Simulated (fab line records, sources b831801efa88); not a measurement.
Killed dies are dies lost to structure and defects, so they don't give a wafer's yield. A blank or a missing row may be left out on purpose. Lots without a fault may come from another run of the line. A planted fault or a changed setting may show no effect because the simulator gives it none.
Chamber matching | flow sky130 | SKY_LI_CONTACT_ETCH_15 on rie_diel-04: 4 sister chambers
The step etches PSG in C4F8/O2/Ar, stops on Si, target depth 600 nm. 4 wafers are shown with their chamber, then 10 later ones without.

WAFERS WITH THEIR CHAMBER
wafer  | chamber | rf_fwd_power_W (W)
L081.5 | 3       | 1496
L088.3 | 2       | 1493
L090.2 | 1       | 1508
L090.3 | 0       | 1488

WAFERS WITHOUT THEIR CHAMBER
wafer  | rf_fwd_power_W (W)
L090.5 | 1496
L092.4 | 1491
L092.5 | 1485
L092.6 | 1502
L094.1 | 1490
L094.2 | 1487
L094.6 | 1489
L096.1 | 1499
L096.2 | 1497
L096.5 | 1497

WHICH CHAMBER EACH WENT THROUGH
wafer  | from the rows above          | in truth
L090.5 | can't be placed: 3 or 2      | 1
L092.4 | can't be placed: 2 or 0 or 3 | 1
L092.5 | can't be placed: 0 or 2      | 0
L092.6 | can't be placed: 1 or 3 or 2 | 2
L094.1 | can't be placed: 0 or 2 or 3 | 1
L094.2 | can't be placed: 0 or 2      | 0
L094.6 | can't be placed: 0 or 2      | 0
L096.1 | can't be placed: 3 or 2      | 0
L096.2 | can't be placed: 3 or 2      | 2
L096.5 | can't be placed: 3 or 2      | 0
Placed correctly: 0 of 10. Can't be placed from these rows: 10 (the true chamber is among the candidates in 5). Placed wrongly: 0.
How it was worked out, from the rows above alone: a wafer's distance from a chamber is the root of the sum, over the readings, of the square of ((its reading less the chamber's mean) divided by the reading's scatter). The wafer belongs to the nearest chamber; if the next one is less than 2 further off, it can't be placed. A chamber's mean is the mean of its shown wafers. The scatter: with one shown wafer a chamber, the root of the mean of the squares of how far each hidden wafer lies from its nearest shown one.
